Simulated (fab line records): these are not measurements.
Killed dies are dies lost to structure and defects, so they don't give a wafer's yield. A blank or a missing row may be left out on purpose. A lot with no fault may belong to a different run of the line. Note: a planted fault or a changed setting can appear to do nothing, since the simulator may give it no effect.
fab line records	flow sky130
record lots=5	wafers=15	last_day=49
route steps=708 shown CAPM@539 METAL3@555 VIA3@573 PAD_OPEN@708
lots that met no fault: from a run of the same line without faults
start_h: the number of hours between the record's first day and the start of the first shown wafer of the lot	wait_h: hours since the lot's step before	" as in the row above	L1.1+2: several wafers, shown together as one row	- no value, or no start given	* or withheld: withheld	< > ~ a bound
route shown NAME@n: a module of which the file shows steps, and the number in the route of the first	usual: average and standard deviation across the fault-free wafers	same: alike in all rows	chamber/n: place in a boat	sites: readings site by site	_std_site: standard deviation across them	_edge_site: mean of outer sites minus mean of inner sites	radius_mm: how far each site lies from the wafer's centre	mask NAME#n: copy n	behind: tool/chamber where the wafer was last shaped	hold: reason for holding the lot/hours on hold/outcome of the hold	device: whichever transistor did not switch (one of n, p or np)	end of line: the tests these same wafers got at the end of their route	a step without rows: its recipe alone	killed: the dies lost at the first sort to structure and to defects; this is not the yield of the wafer	map: a wafer's dies, marking killed ones x, the rest . and places with no die _
set.NAME: setting as actually run; set.NAME@STEP: the setting as run at that earlier step	model.NAME: the simulator's own value behind a step, which no gauge read
a table for each step, a row for each wafer; lots at some steps of the route
## steps
# step SKY_CAPM_SPUTTER_02
# recipe material=TiN	target_thk_nm=200	temp_c=300	power_w=6500	time_s=166.7	chamber_pressure_pa=0.4
# step SKY_CAPM_DEHYDRATE_05
# recipe temp_c=200	time_s=60
# step SKY_CAPM_HMDS_06
# recipe prime_time_s=60	prime_temp_c=120
# step SKY_CAPM_COAT_07
# recipe resist=NOVOLAK	spin_rpm=3000	resist_thk_nm=1140
# step SKY_CAPM_SOFTBAKE_08
# recipe temp_c=90	time_s=60	resist=NOVOLAK
# step SKY_CAPM_EXPOSE_09
# recipe mask_id=CAPM	na=0.6	source_shape=conventional	sigma_outer=0.6	polarization=unpolarized	target_cd_nm=1000	dose_mj=159
# step SKY_CAPM_PEB_10
# recipe temp_c=withheld	time_s=*	resist=NOVOLAK
# step SKY_CAPM_DEVELOP_11
# recipe resist=NOVOLAK	developer=TMAH	develop_time_s=60	dev_temp_c=23
# step SKY_CAPM_METAL_ETCH_13
# recipe target_depth_nm=220	stop_on=SiO2	chemistry=Cl2/BCl3	target=TiN	pressure_mtorr=10	icp_w=900	bias_w=48.5	Cl2_flow_sccm=60	bcl3_flow_sccm=30	time_s=62.9
# step SKY_CAPM_STRIP_14
# recipe chemistry=O2/N2	power_w=1400	pressure_mtorr=1500	platen_temp_c=withheld	o2_flow_sccm=3000	n2_flow_sccm=300	overash_fraction=0.5
# usual drypump_motor_current_A=5.57/0.25	oes_product_au=0.710/0.0046	strip_time_to_endpoint_s=12.65/0.042
lot.wafer	tool	chamber	start_h	wait_h	drypump_motor_current_A	oes_product_au	rf_hours_counter_h	strip_time_to_endpoint_s
L101.2	plasma_asher-03	0	938.81	0.1	5.41	0.713	82	12.67
L101.5	"	0	"	"	5.40	0.709	-	12.70
L101.6	"	1	"	"	5.48	0.714	-	12.64
L106.1	plasma_asher-04	0	966.56	0.1	5.86	0.710	22	12.69
L106.2	"	1	"	"	5.82	0.715	22	12.66
L106.3	"	0	"	"	5.85	0.706	-	12.73
L110.1	plasma_asher-03	1	999.85	0.1	5.48	0.722	88	12.74
L110.3	"	1	"	"	5.45	0.710	-	12.73
L110.4	"	0	"	"	5.39	0.706	-	12.71
L113.1	plasma_asher-03	0	1016.07	0.1	5.39	0.710	89	12.66
L113.2	"	1	"	"	5.47	0.712	89	12.62
L113.6	"	1	"	"	5.46	0.714	-	12.65
L111.2	plasma_asher-03	0	1017.26	0.1	5.37	0.724	90	12.66
L111.3	"	0	"	"	5.38	0.709	-	12.64
L111.4	"	1	"	"	5.47	0.709	-	12.64
# step SKY_CAPM_STRIP_15
# recipe chemistry=post_etch_residue_remover	time_s=1200	temp_c=72.5
# step SKY_CAPM_CLEAN_16
# recipe chemistry=IPA	time_s=180	temp_c=25
# step SKY_CAPM_CLEAN_17
# recipe chemistry=O3/DIW	dry=n2_spin
# step SKY_METAL3_DEHYDRATE_05
# recipe temp_c=200	time_s=60
# step SKY_METAL3_HMDS_06
# recipe prime_time_s=60	prime_temp_c=120
# step SKY_METAL3_COAT_07
# recipe resist=BARC	temp_c=withheld	time_s=withheld	spin_rpm=3000	resist_thk_nm=60
# step SKY_METAL3_COAT_08
# recipe resist=KrF-thick	spin_rpm=3000	resist_thk_nm=1140
# step SKY_METAL3_SOFTBAKE_09
# recipe temp_c=100	time_s=90	resist=KrF-thick
# step SKY_METAL3_EXPOSE_10
# recipe mask_id=MM3	na=0.68	source_shape=annular	sigma_inner=0.4	sigma_outer=0.8	target_cd_nm=300	dose_mj=28
# step SKY_METAL3_PEB_11
# recipe peb_temp_c=withheld	peb_time_s=withheld	resist=KrF-thick
# step SKY_METAL3_DEVELOP_12
# recipe develop_time_s=58.83	resist=KrF-thick	dev_temp_c=21
# step SKY_METAL3_DESCUM_15
# recipe chemistry=O2	source_power_w=150	bias_power_w=0	pressure_mtorr=10	temp_c=40	time_s=8
# step SKY_METAL3_ETCH_16
# recipe chemistry=N2/H2	target=BARC	ion_energy_ev=200	bias_w=100	pressure_mtorr=30	n2_flow_sccm=100	h2_flow_sccm=200	icp_w=500	stop_on=SiO2	time_s=88.2	target_depth_a=600
# step SKY_METAL3_ETCH_17
# recipe target=SiO2	stop_on=TiN	chemistry=C4F8/O2/Ar	source_w=1500	bias_w=1200	pressure_mtorr=40	c4f8_flow_sccm=withheld	O2_flow_sccm=6	Ar_flow_sccm=300	time_s=3.9	target_depth_a=150
# step SKY_METAL3_METAL_ETCH_18
# recipe target_depth_a=8450	stop_on=SiO2	over_etch_frac=0.3	time_s=183.1	chemistry=Cl2/BCl3	resist_sidewall_deg=88	pressure_mtorr=10	icp_w=900	bias_w=48.5	Cl2_flow_sccm=60	bcl3_flow_sccm=30
# step SKY_METAL3_STRIP_19
# recipe chemistry=O2/N2	power_w=1400	pressure_mtorr=1500	platen_temp_c=withheld	o2_flow_sccm=3000	n2_flow_sccm=300	overash_fraction=0.5
# step SKY_METAL3_STRIP_20
# recipe chemistry=post_etch_residue_remover	time_s=1200	temp_c=72.5
# step SKY_METAL3_CLEAN_21
# recipe chemistry=IPA	time_s=180	temp_c=25
# step SKY_METAL3_CLEAN_22
# recipe chemistry=O3/DIW	dry=n2_spin
# step SKY_VIA3_HDPCVD_00
# recipe material=SiO2	target_thk_nm=1635	sigma_open_frac=0.3	time_s=272.5	temp_c=400	sih4_flow_sccm=60	pressure_mtorr=6
# step SKY_VIA3_CMP_02
# recipe material=SiO2	down_force_psi=4	platen_rpm=60	pad_velocity_m_s=0.94248
# step SKY_VIA3_DEHYDRATE_04
# recipe temp_c=200	time_s=60
# step SKY_VIA3_HMDS_05
# recipe prime_time_s=60	prime_temp_c=120
# step SKY_VIA3_COAT_06
# recipe resist=BARC	temp_c=withheld	time_s=withheld	spin_rpm=3000	resist_thk_nm=60
# step SKY_VIA3_COAT_07
# recipe resist=KrF-thick	spin_rpm=3000	resist_thk_nm=450
# step SKY_PAD_OPEN_PROBE_99
# usual defect_limited_yield=82.5/1.9	killed_at_M0_to_M3=44/7.2	killed_at_M4_up=3.0/1.8	killed_at_contacts=24/5.4	killed_at_front_end=14/4.4	killed_at_other=0.4/0.64	killed_dies=86/9.4	killed_open=47/7.7	killed_short=39/5.8	sort_bin_3_pad_short=0.9/0.38	sort_bin_5_function=10.3/1.4	sort_bin_6_memory=6.4/1.2	sort_n_pass=406/9.4	sort_yield_pct=82.5/1.9
# same gross_dies=492	killed_at_back_side=0	sort_bin_4_leakage[%]=0	sort_bin_8_speed[%]=0
lot.wafer	tool	chamber	start_h	wait_h	hold	defect_limited_yield[%]	killed_at_M0_to_M3	killed_at_M4_up	killed_at_contacts	killed_at_front_end	killed_at_other	killed_dies	killed_open	killed_short	sort_bin_3_pad_short[%]	sort_bin_5_function[%]	sort_bin_6_memory[%]	sort_n_pass	sort_yield_pct[%]	model.etest.tester.sort_n_pass	model.etest.tester.sort_yield_pct	model.etest.tester.sort_bin_5_pct	model.etest.tester.sort_bin_3_pct
L101.2	prober-01	-	1129.16	0.1	-	82.9	49	4	20	10	1	84	47	37	0.4	11.8	4.9	408	82.9	408	82.93	11.79	0.4065
L101.5	prober-01	-	1129.31	0.2	-	84.1	46	0	15	17	0	78	43	35	1.0	8.3	6.5	414	84.1	414	84.15	8.333	1.016
L101.6	prober-01	-	1129.36	0.2	-	85.2	45	0	21	7	0	73	42	31	0.8	7.9	6.1	419	85.2	419	85.16	7.927	0.813
L106.1	prober-02	-	1149.13	0.1	-	83.7	43	4	16	17	0	80	38	42	0.8	8.3	7.1	412	83.7	412	83.74	8.333	0.813
L106.2	prober-02	-	1149.18	0.1	-	81.3	51	1	23	17	0	92	47	44	0.6	9.3	8.7	400	81.3	400	81.3	9.35	0.6098
L106.3	prober-02	-	1149.23	0.2	-	80.9	53	0	19	21	1	94	53	40	1.0	10.8	7.3	398	80.9	398	80.89	10.77	1.016
L110.1	prober-01	-	1172.17	0.1	await_dispo/10.6h/release	72.4	39	2	26	20	49	136	53	34	3.7	16.3	7.7	356	72.4	356	72.36	16.26	3.659
L110.3	prober-01	-	1172.27	0.2	await_dispo/10.6h/release	74.6	38	3	17	16	51	125	39	35	2.6	16.3	6.5	367	74.6	367	74.59	16.26	2.642
L110.4	prober-01	-	1172.32	0.2	await_dispo/10.6h/release	75.2	41	1	15	11	54	122	36	32	2.6	15.7	6.5	370	75.2	370	75.2	15.65	2.642
L113.1	prober-02	-	1185.24	0.1	await_dispo/1.8h/release	73.2	39	4	25	8	56	132	36	40	2.4	17.1	7.3	360	73.2	360	73.17	17.07	2.439
L113.2	prober-02	-	1185.29	0.1	await_dispo/1.8h/release	76.2	38	3	17	11	48	117	31	38	2.6	15.7	5.5	375	76.2	375	76.22	15.65	2.642
L113.6	prober-02	-	1185.49	0.2	await_dispo/1.8h/release	74.2	39	4	24	10	50	127	46	31	1.8	15.2	8.7	365	74.2	365	74.19	15.24	1.829
L111.2	prober-02	-	1187.42	0.1	await_dispo/4.1h/release	70.9	53	7	19	9	55	143	45	43	3.0	18.5	7.5	349	70.9	349	70.94	18.5	3.049
L111.3	prober-02	-	1187.47	0.2	await_dispo/4.1h/release	73.4	43	5	23	9	51	131	43	37	2.6	16.7	7.3	361	73.4	361	73.37	16.67	2.642
L111.4	prober-02	-	1187.52	0.2	await_dispo/4.1h/release	72.8	40	5	31	14	44	134	52	38	3.3	17.9	6.1	358	72.8	358	72.76	17.89	3.252
# killed by level:class
L101.2 VIA1:geometric_particle:open=16 METAL2:geometric_particle:short=8 VIA2:geometric_particle:short=7 CONTACT:geometric_particle:open=7 FIELD_ISO:geometric_particle:open=5 VIA3:geometric_particle:open=4 LI_CONTACT:geometric_particle:short=4 LI_CONTACT:geometric_particle:open=4
L101.5 VIA2:geometric_particle:open=10 VIA1:geometric_particle:open=9 POLY_GATE:geometric_particle:open=5 CONTACT:geometric_particle:open=5 METAL3:geometric_particle:short=5 VIA1:geometric_particle:short=5 FIELD_ISO:geometric_particle:short=4 LOCAL_INTERCONNECT:geometric_particle:short=4
L101.6 VIA1:geometric_particle:open=15 CONTACT:geometric_particle:open=8 METAL2:geometric_particle:short=7 LI_CONTACT:geometric_particle:open=6 METAL1:geometric_particle:short=6 FIELD_ISO:geometric_particle:open=4 VIA3:geometric_particle:open=4 VIA1:geometric_particle:short=4
L106.1 VIA1:geometric_particle:open=14 POLY_GATE:geometric_particle:short=10 VIA1:geometric_particle:short=10 VIA2:geometric_particle:open=7 LI_CONTACT:geometric_particle:open=5 CONTACT:geometric_particle:open=5 METAL2:geometric_particle:short=5 METAL4:geometric_particle:short=4
L106.2 VIA1:geometric_particle:open=18 METAL2:geometric_particle:short=9 VIA2:geometric_particle:open=8 VIA1:geometric_particle:short=7 FIELD_ISO:geometric_particle:open=5 LI_CONTACT:geometric_particle:short=5 CONTACT:geometric_particle:open=5 FIELD_ISO:geometric_particle:short=4
L106.3 VIA1:geometric_particle:open=14 CONTACT:geometric_particle:open=8 VIA2:geometric_particle:open=8 VIA1:geometric_particle:short=7 FIELD_ISO:geometric_particle:short=5 POLY_GATE:geometric_particle:short=5 LI_CONTACT:geometric_particle:open=5 POLY_GATE:geometric_particle:open=4
L110.1 CAPM:unspecified=49 VIA1:geometric_particle:open=14 LI_CONTACT:geometric_particle:open=9 CONTACT:geometric_particle:open=7 VIA3:geometric_particle:open=7 VIA2:geometric_particle:open=7 METAL2:geometric_particle:short=6 POLY_GATE:geometric_particle:short=5
L110.3 CAPM:unspecified=51 VIA1:geometric_particle:open=10 CONTACT:geometric_particle:open=6 VIA2:geometric_particle:open=6 FIELD_ISO:geometric_particle:short=5 METAL2:geometric_particle:short=5 FIELD_ISO:geometric_particle:open=4 LI_CONTACT:geometric_particle:open=4
L110.4 CAPM:unspecified=54 VIA1:geometric_particle:open=12 CONTACT:geometric_particle:open=6 METAL1:geometric_particle:short=5 METAL2:geometric_particle:short=5 VIA1:geometric_particle:short=4 VIA2:geometric_particle:short=4 POLY_GATE:geometric_particle:short=3
L113.1 CAPM:unspecified=56 LI_CONTACT:geometric_particle:open=11 METAL2:geometric_particle:short=7 CONTACT:geometric_particle:open=6 VIA3:geometric_particle:open=6 METAL1:geometric_particle:short=5 VIA1:geometric_particle:short=5 VIA1:geometric_particle:open=4
L113.2 CAPM:unspecified=48 CONTACT:geometric_particle:open=6 METAL1:geometric_particle:short=6 VIA1:geometric_particle:open=6 LI_CONTACT:geometric_particle:open=5 METAL2:geometric_particle:short=5 VIA1:geometric_particle:short=5 VIA2:geometric_particle:short=4
L113.6 CAPM:unspecified=50 CONTACT:geometric_particle:open=10 VIA1:geometric_particle:open=10 VIA2:geometric_particle:open=7 LI_CONTACT:geometric_particle:open=6 VIA3:geometric_particle:open=6 METAL2:geometric_particle:short=5 LOCAL_INTERCONNECT:geometric_particle:short=4
L111.2 CAPM:unspecified=55 CONTACT:geometric_particle:open=9 VIA1:geometric_particle:open=9 LI_CONTACT:geometric_particle:open=8 METAL1:geometric_particle:short=7 METAL4:geometric_particle:short=7 VIA2:geometric_particle:short=7 VIA2:geometric_particle:open=6
L111.3 CAPM:unspecified=51 VIA1:geometric_particle:open=12 LI_CONTACT:geometric_particle:open=9 CONTACT:geometric_particle:open=8 VIA1:geometric_particle:short=7 VIA2:geometric_particle:open=5 METAL1:geometric_particle:short=4 METAL3:geometric_particle:short=4
L111.4 CAPM:unspecified=44 CONTACT:geometric_particle:open=11 LI_CONTACT:geometric_particle:open=10 VIA1:geometric_particle:open=10 VIA2:geometric_particle:open=7 FIELD_ISO:geometric_particle:short=5 CONTACT:geometric_particle:short=5 VIA2:geometric_particle:short=5
# map L110.1 (x killed, . not)
__________.xxxxxxxx._________
________..xxxxxxxxx..x_______
______....xxxxxxxxxx..xx_____
_____.xx....xxxxxxxxx...x____
____...x..x.xxxxxxxx....xx___
___.x.....xxxxx.x.xxx....x.__
__..x.........xx............_
_.........xx......x..x......x
_...xx.x....x............x.x.
_x..........xxx.......xx.....
_.xxx.......x...........x....
_..................x.........
_x..............xx..x...x..x.
_......xx...x....x.x...x..x..
_..x.......x...........x.x..x
__........x....x.x.........._
___.x.......x....x.x..x....__
____....xxx.x.............___
_____.x.............x.xxx____
______...xx...x..x...xx._____
________..x.....x....._______
__________...x...x.._________
# map L111.2 (x killed, . not)
__________..x...x.x._________
________...........x.._______
______.x...x.x.........._____
_____.........x..x..x.x..____
____..x..xx...........x..x___
___..x.....x..xx.......x...__
__........x.x...x..........._
_...x..x..x..x...x..x.....x..
_.......x......xxx..........x
_........x....xxxxxxx........
_.....x.....x.xxxxxxxxx......
_.xx...xx...xxxxxxxxxxx...x.x
_......x..x.xxxxxxxxx.xxx....
_..x..xxx..xxxxxxxxxxxx....x.
_..x..x...xx...xxxxxxx.......
__x.......x...xxxxx...x...x._
___....x.x.........x..x...x__
____x.......x..x..x.......___
_____x...............x...____
______..x..............x_____
________..x......xx.x._______
__________x.......xx_________
## key
first_sign step=SKY_PAD_OPEN_PROBE_99	reading=killed_at_other	direction=up	sigmas=51	usual=0.4	struck=50.9
effect step=SKY_PAD_OPEN_PROBE_99	reading=sort_bin_3_pad_short	direction=up	sigmas=5	usual=0.9	struck=2.8
model_effect step=SKY_PAD_OPEN_PROBE_99	value=etest.tester.sort_n_pass	without=404.2	struck=362.3
met_at SKY_CAPM_STRIP_14
struck_wafers L110.1,L110.3,L110.4,L111.2,L111.3,L111.4,L113.1,L113.2,L113.6
onset_between 938.81 999.85
also_fits time
fault kind=chamber_particle_source	tool=plasma_asher-03	chamber=-	onset_h=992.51	steps=SKY_CAPM_STRIP_14	rate_per_visit_cm2=0.92195	end_h=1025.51
